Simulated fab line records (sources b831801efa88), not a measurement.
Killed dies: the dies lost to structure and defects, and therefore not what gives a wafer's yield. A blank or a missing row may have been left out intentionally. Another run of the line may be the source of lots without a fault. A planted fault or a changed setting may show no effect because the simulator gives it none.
Which of the tools did it? ; flow sky130 ; 36 wafers sampled from 12 lots at 1 step of a route of 708

## WHAT THE GAUGES READ, wafer by wafer
SKY_NWELL_TW_MEAS_26. Usual: NWELL_2_TW gives 499.8 (standard deviation 2.5).
lot;measured;on;NWELL_2_TW;flag
L837;day 5 03:05;filmMetro-03;501.4 500.6 503.0;
L840;day 6 05:05;filmMetro-04;500.8 498.8 498.3;
L841;day 6 09:49;filmMetro-04;499.4 499.3 501.5;
L842;day 6 16:40;filmMetro-02;500.6 501.8 502.0;
L850;day 8 13:57;filmMetro-04;500.8 502.8 502.0;
L852;day 9 03:38;filmMetro-02;502.6 501.2 502.4;
L853;day 9 11:04;filmMetro-03;494.8 496.0 495.9;
L854;day 9 16:09;filmMetro-02;500.9 501.4 501.7;
L856;day 10 08:37;filmMetro-04;500.8 497.1 499.0;
L857;day 10 12:11;filmMetro-04;499.7 501.4 500.0;
L858;day 10 18:28;filmMetro-03;496.0 493.5 493.1;
L859;day 10 23:25;filmMetro-04;505.4 500.0 503.3;

## WHICH TOOL RAN EACH LOT (tool, then ch and the chambers of the sampled wafers, then the start)
Before these readings, the record contains no process step.

## WHAT THE TOOLS THEMSELVES READ (means of the sampled wafers that have a number; where no wafer has one, the mark that the record gives instead)
The record holds no such reading with a usual standard deviation.

## THE ANSWER, worked out from the rows above alone
Rule: a lot counts as off when the mean over its wafers that have a number is more than 3 standard deviations away from the usual mean. Also off: a lot with no number at a reading for which 4 or more lots have one. The other lots that the step has rows for count as sound. The gauges are gone through in route order, then the tools' own readings, and for those a lot's mean is taken as printed above. The first step at which some lot is off is used, and at that step the reading that is off furthest; a lot without a number counts as furthest.
None of the lots is off at any reading shown; this tells nothing.

## WHAT WAS PUT IN BY THE SIMULATOR
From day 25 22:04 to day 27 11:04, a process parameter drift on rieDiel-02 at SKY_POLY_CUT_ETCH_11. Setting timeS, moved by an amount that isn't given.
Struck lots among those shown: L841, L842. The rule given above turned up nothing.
